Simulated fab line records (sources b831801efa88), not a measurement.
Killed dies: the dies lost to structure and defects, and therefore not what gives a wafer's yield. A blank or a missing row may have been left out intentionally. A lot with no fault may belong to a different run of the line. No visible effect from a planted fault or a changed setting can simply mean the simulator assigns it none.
Matching of chambers ; flow gf180mcu ; 4 sister chambers for GF_M5_ETCH_09 on rieDiel-04
The step etches Si3N4 in CF4/O2, target depth 52 nm, time 11.6 s. 14 wafers are shown with their chamber, then 7 later ones without.

WAFERS WITH THEIR CHAMBER
wafer;chamber;drypumpMotorCurrentA (A);oesProductAu (a.u.);throttleValvePct (%)
L077.1;1;5.6;1.009;5.965
L077.2;2;6.5;0.996;5.966
L077.3;0;6.1;0.994;5.975
L078.2;0;6.1;0.995;5.977
L078.5;1;5.6;0.999;5.973
L078.6;0;6.2;0.995;5.975
L080.1;0;6.1;0.996;5.965
L080.5;3;4.7;1.010;5.984
L080.6;1;5.6;0.999;5.983
L082.1;1;5.5;0.993;5.988
L082.3;2;6.5;1.009;5.975
L082.5;1;5.6;0.989;5.964
L089.2;1;5.6;1.001;5.975
L089.4;2;6.5;0.997;5.967

SIGNATURES, as means of the wafers listed above
reading;chamber 0;chamber 1;chamber 2;chamber 3;scatter within a chamber
drypumpMotorCurrentA;6.125;5.583;6.500;4.700;0.0398
oesProductAu;0.99500;0.99833;1.00067;1.01000;0.00587
throttleValvePct;5.97300;5.97467;5.96933;5.98400;0.00771
Rule: for a wafer and a chamber, the distance is found by dividing, reading by reading, the gap between the wafer's reading and the chamber's mean by the reading's scatter, squaring, summing and taking the root. The wafer belongs to the nearest chamber; if the next one is less than 2 further off, it can't be placed. The scatter: the root of (the sum of the squares of (reading less its chamber's mean) over the shown wafers, divided by (wafers less chambers)).

WAFERS WITH NO CHAMBER GIVEN
wafer;drypumpMotorCurrentA (A);oesProductAu (a.u.);throttleValvePct (%)
L089.6;4.7;1.000;5.966
L091.2;4.7;1.008;5.974
L091.4;4.7;1.002;5.964
L091.5;6.6;1.008;5.976
L092.2;4.7;1.004;5.982
L092.3;6.5;0.999;5.971
L092.6;5.6;1.009;5.977

EACH ONE'S CHAMBER
wafer;from the rows above;in truth
L089.6;3;3
L091.2;3;3
L091.4;3;3
L091.5;2;2
L092.2;3;3
L092.3;2;2
L092.6;1;1
Correct placement for 7 of the 7. Not placeable from these rows: 0. Placed wrongly: 0.
